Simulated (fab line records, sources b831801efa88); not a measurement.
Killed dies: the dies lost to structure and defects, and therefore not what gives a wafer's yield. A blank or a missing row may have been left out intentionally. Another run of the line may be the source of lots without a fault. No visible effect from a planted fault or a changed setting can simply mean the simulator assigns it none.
What tool caused it? -- flow gf180mcu -- 36 wafers from 12 lots sampled at 3 of the route's 602 steps

== WHAT THE GAUGES READ, wafer by wafer ==
GF_M2_THK_MEAS_06: measures by xrf.
lot,measured,on,M2_ALCU_THK (nm)
L075,day 18 06:06,film metro-01,461 454 457
L077,day 19 04:53,film metro-04,455 452 454
L079,day 20 02:33,film metro-01,450 452 451
L081,day 20 20:48,film metro-01,449 448 448
L083,day 22 05:47,film metro-04,458 458 454
L085,day 22 17:31,film metro-04,454 454 454
L087,day 23 15:21,film metro-04,456 466 463
L089,day 24 03:17,film metro-03,453 450 452
L091,day 24 12:01,film metro-04,455 457 457
L093,day 25 00:02,film metro-01,452 448 450
L095,day 25 09:00,film metro-04,451 453 453
L097,day 25 23:19,film metro-03,451 452 447

== EACH LOT AND THE TOOL THAT RAN IT (in order: tool; ch and the chambers of the sampled wafers; start) ==
lot,GF_STI_ETCH_14,GF_V1_CMP_04
L075,"rie si-02 ch 0,1,2, day 2 06:55","cmp-02 ch 0,1,3, day 17 04:15"
L077,"rie si-02 ch 0,1,2, day 2 17:47","cmp-01 ch 0,1, day 18 02:11"
L079,"rie si-02 ch 0,1,3, day 3 03:28","cmp-02 ch 0,1,3, day 18 23:29"
L081,"rie si-01 ch 0,1,2, day 3 15:16","cmp-01 ch 0,1,3, day 19 17:51"
L083,"rie si-01 ch 0,1,3, day 4 03:11","cmp-02 ch 1,2,3, day 21 03:47"
L085,"rie si-02 ch 1,3, day 4 10:35","cmp-02 ch 1,2,3, day 21 15:22"
L087,"rie si-02 ch 2,3, day 4 19:46","cmp-02 ch 0,2,3, day 22 14:14"
L089,"rie si-01 ch 1,2,3, day 5 07:16","cmp-02 ch 0,2,3, day 23 02:46"
L091,"rie si-02 ch 0,1,3, day 5 17:41","cmp-01 ch 1,3, day 23 11:52"
L093,"rie si-02 ch 2,3, day 6 03:10","cmp-01 ch 0,2,3, day 24 00:57"
L095,"rie si-01 ch 0,1,2, day 6 13:19","cmp-01 ch 0,2,3, day 24 09:34"
L097,"rie si-02 ch 0,1,3, day 6 23:28","cmp-02 ch 0,2,3, day 25 00:23"
- GF_STI_ETCH_14: etches Si in HBr/Cl2/O2, target depth 360 nm, time 102.9 s.
- GF_V1_CMP_04: polishes SiO2.

== THE ANSWER, worked out from the rows above alone ==
Rule: the lots themselves supply what counts as usual. Put in order of their means at a reading, lots are off if they are a third of the lots or fewer, leave a main group of 4 or more, and stand apart from it by a gap of 3 or more times the standard deviation of the main group's means; of several such gaps the widest counts. A main group is skipped when, at the precision printed for the reading in the tables above, its means are all equal. A lot without any number at a reading at which 4 lots or more have one is off too. Where the step has rows for the other lots, those lots are counted as sound.
No lot is off at any reading shown: from this, nothing can be told.

== WHAT THE SIMULATOR HAD INSERTED ==
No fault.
